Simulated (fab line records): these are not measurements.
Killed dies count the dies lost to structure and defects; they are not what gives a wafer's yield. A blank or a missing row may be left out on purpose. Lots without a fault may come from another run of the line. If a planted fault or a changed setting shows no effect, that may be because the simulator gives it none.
Which tool did it?    flow sky130    Sampling: 12 lots, 36 wafers, 2 of 708 route steps

== WHAT EACH GAUGE READ, for each wafer ==
SKY_CAPM_THK_MEAS_01.
lot   measured      on            CAPM_CVD_00_THK (nm)
L075  day 36 08:15  filmMetro-03  15.26 15.77 15.64
L077  day 36 22:27  filmMetro-03  15.12 15.25 15.51
L079  day 37 16:21  filmMetro-04  15.21 15.43 15.23
L081  day 38 09:32  filmMetro-03  15.62 15.77 15.72
L083  day 39 17:34  filmMetro-02  15.17 15.56 15.50
L085  day 39 20:44  filmMetro-02  15.33 15.60 15.48
L087  day 41 03:28  filmMetro-03  15.37 15.64 15.19
L089  day 41 17:58  filmMetro-02  15.45 15.78 15.65
L091  day 41 21:56  filmMetro-03  15.08 15.67 15.48
L093  day 42 02:58  filmMetro-03  15.47 15.74 15.65
L095  day 43 05:03  filmMetro-04  15.57 15.78 15.73
L097  day 43 17:37  filmMetro-03  15.22 15.27 15.30

== TOOL THAT RAN EACH LOT (tool first, then ch and the chambers of the sampled wafers, then the start) ==
lot   SKY_METAL3_SPUTTER_03
L075  pvdSputter-01, day 36 08:08
L077  pvdSputter-04, day 36 22:21
L079  pvdSputter-04, day 37 16:14
L081  pvdSputter-01, day 38 09:26
L083  pvdSputter-02, day 39 17:28
L085  pvdSputter-01, day 39 20:38
L087  pvdSputter-04, day 41 03:23
L089  pvdSputter-02, day 41 17:51
L091  pvdSputter-04, day 41 21:50
L093  pvdSputter-01, day 42 02:52
L095  pvdSputter-01, day 43 04:57
L097  pvdSputter-02, day 43 17:31
- SKY_METAL3_SPUTTER_03: material Ti, target thk 5 nm, time 3.3 s.

== THE ANSWER, worked out from the rows above alone ==
Rule: the lots themselves supply what counts as usual. The widest of any qualifying gaps counts: lots, ordered by their means at a reading, are off when they make up no more than a third of the lots, leave a main group of 4 or more, and stand apart from it by 3 or more times the standard deviation of that group's means. A main group is skipped when, at the precision printed for the reading in the tables above, its means are all equal. A lot without any number at a reading at which 4 lots or more have one is off too. Where the step has rows for the other lots, those lots are counted as sound.
No lot is off at any reading shown: from this, nothing can be told.

== WHAT THE SIMULATOR HAD INSERTED ==
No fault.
